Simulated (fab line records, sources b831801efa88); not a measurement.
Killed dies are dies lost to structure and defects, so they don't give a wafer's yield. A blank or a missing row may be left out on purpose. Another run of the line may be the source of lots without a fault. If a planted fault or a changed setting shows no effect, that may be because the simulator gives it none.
Which tool is to blame? || flow gf180mcu || 36 wafers from 12 lots sampled at 3 of the route's 602 steps

WHAT EACH GAUGE READ, for each wafer
GF_M4_OVL_MEAS_15.
{"lot": "L075", "measured": "day 23 15:53", "on": "overlay-02", "M4_OVL (nm)": "-1 -2 2"}
{"lot": "L077", "measured": "day 24 04:53", "on": "overlay-02", "M4_OVL (nm)": "6 9 11"}
{"lot": "L079", "measured": "day 25 00:21", "on": "overlay-01", "M4_OVL (nm)": "-5 -12 -8"}
{"lot": "L081", "measured": "day 25 20:41", "on": "overlay-02", "M4_OVL (nm)": "3 -2 9"}
{"lot": "L083", "measured": "day 26 11:14", "on": "overlay-02", "M4_OVL (nm)": "3 0 4"}
{"lot": "L085", "measured": "day 27 06:22", "on": "overlay-02", "M4_OVL (nm)": "-6 1 -4"}
{"lot": "L087", "measured": "day 27 20:02", "on": "overlay-02", "M4_OVL (nm)": "-5 6 4"}
{"lot": "L089", "measured": "day 28 12:23", "on": "overlay-01", "M4_OVL (nm)": "10 10 0"}
{"lot": "L091", "measured": "day 29 10:59", "on": "overlay-01", "M4_OVL (nm)": "1 -5 -2"}
{"lot": "L093", "measured": "day 29 18:40", "on": "overlay-02", "M4_OVL (nm)": "-1 -3 -1"}
{"lot": "L095", "measured": "day 30 01:01", "on": "overlay-01", "M4_OVL (nm)": "-1 2 2"}
{"lot": "L097", "measured": "day 30 17:04", "on": "overlay-02", "M4_OVL (nm)": "-8 -6 -1"}

WHAT TOOL EACH LOT RAN ON (gives the tool, then ch and the chambers of the sampled wafers, and finally the start)
{"lot": "L075", "GF_M4_SPUTTER_00": "pvd-sputter-04, day 22 16:52", "GF_M4_SPUTTER_04": "pvd-sputter-04, day 22 17:03"}
{"lot": "L077", "GF_M4_SPUTTER_00": "pvd-sputter-02, day 23 06:12", "GF_M4_SPUTTER_04": "pvd-sputter-02, day 23 06:23"}
{"lot": "L079", "GF_M4_SPUTTER_00": "pvd-sputter-03, day 24 02:49", "GF_M4_SPUTTER_04": "pvd-sputter-03, day 24 03:01"}
{"lot": "L081", "GF_M4_SPUTTER_00": "pvd-sputter-04, day 24 23:31", "GF_M4_SPUTTER_04": "pvd-sputter-04, day 24 23:41"}
{"lot": "L083", "GF_M4_SPUTTER_00": "pvd-sputter-02, day 25 13:36", "GF_M4_SPUTTER_04": "pvd-sputter-02, day 25 13:47"}
{"lot": "L085", "GF_M4_SPUTTER_00": "pvd-sputter-03, day 26 09:45", "GF_M4_SPUTTER_04": "pvd-sputter-03, day 26 09:56"}
{"lot": "L087", "GF_M4_SPUTTER_00": "pvd-sputter-03, day 27 00:01", "GF_M4_SPUTTER_04": "pvd-sputter-03, day 27 00:11"}
{"lot": "L089", "GF_M4_SPUTTER_00": "pvd-sputter-04, day 27 17:08", "GF_M4_SPUTTER_04": "pvd-sputter-04, day 27 17:19"}
{"lot": "L091", "GF_M4_SPUTTER_00": "pvd-sputter-02, day 28 15:18", "GF_M4_SPUTTER_04": "pvd-sputter-02, day 28 15:29"}
{"lot": "L093", "GF_M4_SPUTTER_00": "pvd-sputter-02, day 28 23:14", "GF_M4_SPUTTER_04": "pvd-sputter-02, day 28 23:25"}
{"lot": "L095", "GF_M4_SPUTTER_00": "pvd-sputter-04, day 29 06:19", "GF_M4_SPUTTER_04": "pvd-sputter-04, day 29 06:29"}
{"lot": "L097", "GF_M4_SPUTTER_00": "pvd-sputter-04, day 29 22:05", "GF_M4_SPUTTER_04": "pvd-sputter-04, day 29 22:16"}
- GF_M4_SPUTTER_00: material Ti, target thk 37.5 nm, time 150 s.
- GF_M4_SPUTTER_04: material TiN, target thk 50 nm, time 42.9 s.

THE ANSWER, worked out from the rows above alone
Rule: the usual values come from the lots themselves. Put in order of their means at a reading, lots are off if they are a third of the lots or fewer, leave a main group of 4 or more, and stand apart from it by a gap of 3 or more times the standard deviation of the main group's means; of several such gaps the widest counts. The tables above print the reading to a certain number of digits; a main group whose means all agree to those digits is not used. A lot without any number at a reading at which 4 lots or more have one is off too. Where the step has rows for the other lots, those lots are counted as sound.
Nothing can be told from this: no lot is off at any reading shown.

WHAT HAD BEEN PUT IN BY THE SIMULATOR
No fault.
